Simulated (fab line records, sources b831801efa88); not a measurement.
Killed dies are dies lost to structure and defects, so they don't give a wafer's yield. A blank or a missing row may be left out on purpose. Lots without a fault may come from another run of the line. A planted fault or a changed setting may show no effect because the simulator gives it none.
One fault seen from 2 desks | flow sky130 | each desk has only its own numbers; what lay behind them comes last

THE METROLOGY DESK
What the gauges read, lot by lot, whatever tool the lot ran on: means of the sampled wafers that have a number. A lot is out of limits, marked OUT, if its mean lies more than 4 standard deviations from the usual mean; the brackets give that distance.
Columns: A = CAP2M_CVD_00_THK at SKY_CAP2M_THK_MEAS_01, usual 15.49 nm; B = CAP2M_TIN_RS at SKY_CAP2M_RS_MEAS_03, usual 6.91 ohm/sq; C = CAP2M_TIN_THK at SKY_CAP2M_THK_MEAS_04, usual 200 nm; D = CAP2M_OVL at SKY_CAP2M_OVL_MEAS_12, usual 0.7 nm
lot  | first seen here | A     | B    | C   | D
L802 | day 39 14:38    | 15.56 | 6.91 | 201 | 1.2
L803 | day 40 04:45    | 15.63 | 6.86 | 201 | 0.8
L809 | day 42 01:53    | 15.75 | 6.90 | 201 | 2.6
L810 | day 42 07:39    | 15.49 | 6.75 | 206 | 2.1
L821 | day 45 03:45    | 15.27 | 6.86 | 201 | 0.2
L822 | day 45 11:28    | 15.52 | 6.81 | 202 | 0.3
This desk's finding: nothing out of limits on any of the 6 lots.

THE TOOL OWNER'S DESK: rie_metal-02
The tool's own readings at SKY_CAP2M_METAL_ETCH_13 (etches TiN in Cl2/BCl3, stops on SiO2, target depth 220 nm, time 62.9 s): means of the sampled wafers that have a number, for each lot that ran on this tool. A lot is out of limits, marked OUT, if its mean lies more than 4 standard deviations from the usual mean; the brackets give that distance.
Columns: A = chamber_pressure_mTorr at SKY_CAP2M_METAL_ETCH_13, usual 10.001 mTorr; B = drypump_motor_current_A at SKY_CAP2M_METAL_ETCH_13, usual 5.8 A; C = oes_product_au at SKY_CAP2M_METAL_ETCH_13, usual 0.941 a.u.; D = throttle_valve_pct at SKY_CAP2M_METAL_ETCH_13, usual 21.900 %
lot  | first seen here | A                        | B   | C     | D
L803 | day 41 04:31    | 9.989                    | 5.7 | 0.949 | 21.894
L809 | day 43 01:44    | 11.328 (+99 or more) OUT | 5.5 | 0.939 | 21.899
L810 | day 43 06:58    | 11.334 (+99 or more) OUT | 5.5 | 0.956 | 21.887
This desk's finding: out of limits on L809, L810; first on L809, day 43 01:44 (chamber_pressure_mTorr at SKY_CAP2M_METAL_ETCH_13). In limits: L803.

PUT TOGETHER
The tool owner's desk could have raised an alarm at day 43 01:44, on L809, L810.
The metrology desk saw nothing out of limits.
The metrology desk has L809, L810 on record, within its limits.
Of the lots named, all ran SKY_CAP2M_METAL_ETCH_13 on rie_metal-02.

WHAT THE SIMULATOR HAD PUT IN
Process parameter drift: rie_metal-02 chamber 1, from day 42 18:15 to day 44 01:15, at SKY_CAP2M_METAL_ETCH_13. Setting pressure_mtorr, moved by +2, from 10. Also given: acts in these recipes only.
Lots struck among those shown: L809, L810.
Hours from the fault's start to each desk's first reading out of limits: the tool owner's desk, 7.
